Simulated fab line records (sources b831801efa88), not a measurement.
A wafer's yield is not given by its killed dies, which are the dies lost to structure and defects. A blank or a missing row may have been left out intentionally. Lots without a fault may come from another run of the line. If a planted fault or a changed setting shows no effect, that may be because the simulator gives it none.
What tool caused it?    flow gf180mcu    15 lots with 45 wafers sampled at 2 steps, on a route of 602 steps

WHAT THE GAUGES READ, wafer by wafer
GF_V2_RS_MEAS_24: measures by four-point-probe. Usual: V2_W_RS 0.323 ohm/sq, standard deviation 0.0048.
lot   measured      on             V2_W_RS (ohm/sq)   flag
L860  day 20 09:11  film metro-01  0.329 0.325 0.331  
L862  day 20 21:00  film metro-03  0.326 0.329 0.320  
L863  day 21 03:52  film metro-03  0.330 0.324 0.332  
L864  day 21 08:32  film metro-04  0.333 0.323 0.329  
L865  day 21 17:52  film metro-01  0.316 0.321 0.318  
L867  day 23 05:47  film metro-03  0.322 0.320 0.319  
L869  day 24 05:06  film metro-04  0.333 0.321 0.333  
L871  day 24 12:11  film metro-04  0.323 0.328 0.325  
L870  day 24 15:25  film metro-04  0.317 0.327 0.322  
L872  day 24 18:48  film metro-01  0.320 0.326 0.316  
L876  day 25 15:01  film metro-04  0.326 0.321 0.324  
L877  day 26 01:35  film metro-03  0.327 0.325 0.322  
L878  day 26 10:46  film metro-01  0.324 0.322 0.325  
L879  day 27 01:12  film metro-01  0.329 0.328 0.322  
L881  day 27 19:25  film metro-01  0.321 0.326 0.328  

GF_V2_THK_MEAS_25: measures by xrf. Usual: V2_W_THK 347 nm, standard deviation 5.9.
lot   measured      on             V2_W_THK (nm)  flag
L860  day 20 09:17  film metro-01  337 344 335    
L862  day 20 21:07  film metro-03  339 337 347    
L863  day 21 03:59  film metro-03  336 341 336    
L864  day 21 08:38  film metro-04  344 356 344    
L865  day 21 17:58  film metro-01  355 352 356    
L867  day 23 05:53  film metro-03  345 345 348    
L869  day 24 05:13  film metro-04  339 352 339    
L871  day 24 12:17  film metro-04  351 343 351    
L870  day 24 15:32  film metro-04  358 346 351    
L872  day 24 18:55  film metro-01  348 342 351    
L876  day 25 15:08  film metro-04  350 360 353    
L877  day 26 01:43  film metro-03  339 340 345    
L878  day 26 10:52  film metro-01  341 343 343    
L879  day 27 01:19  film metro-01  344 346 353    
L881  day 27 19:32  film metro-01  357 347 347    

WHICH TOOL RAN EACH LOT (tool, then ch and the chambers of the sampled wafers, then the start)
The record shows no process step preceding these readings.

AS READ BY THE TOOLS THEMSELVES (means over the sampled wafers that have a number; for cases with no such wafer, the mark the record gives instead)
The record holds no such reading with a usual standard deviation.

THE ANSWER, worked out from the rows above alone
Rule: take the mean of a lot's wafers that have a number; if it is more than 3 standard deviations from the usual mean, the lot is off. Also off: a lot with no number at a reading for which 4 or more lots have one. Where the step has rows for the other lots, those lots are counted as sound. Order of review: gauges by route order, followed by the tools' own readings, for which a lot's mean as printed above is used. The first step at which some lot is off is used, and at that step the reading that is off furthest; a lot without a number counts as furthest.
Nothing can be told from this: no lot is off at any reading shown.

WHAT HAD BEEN PUT IN BY THE SIMULATOR
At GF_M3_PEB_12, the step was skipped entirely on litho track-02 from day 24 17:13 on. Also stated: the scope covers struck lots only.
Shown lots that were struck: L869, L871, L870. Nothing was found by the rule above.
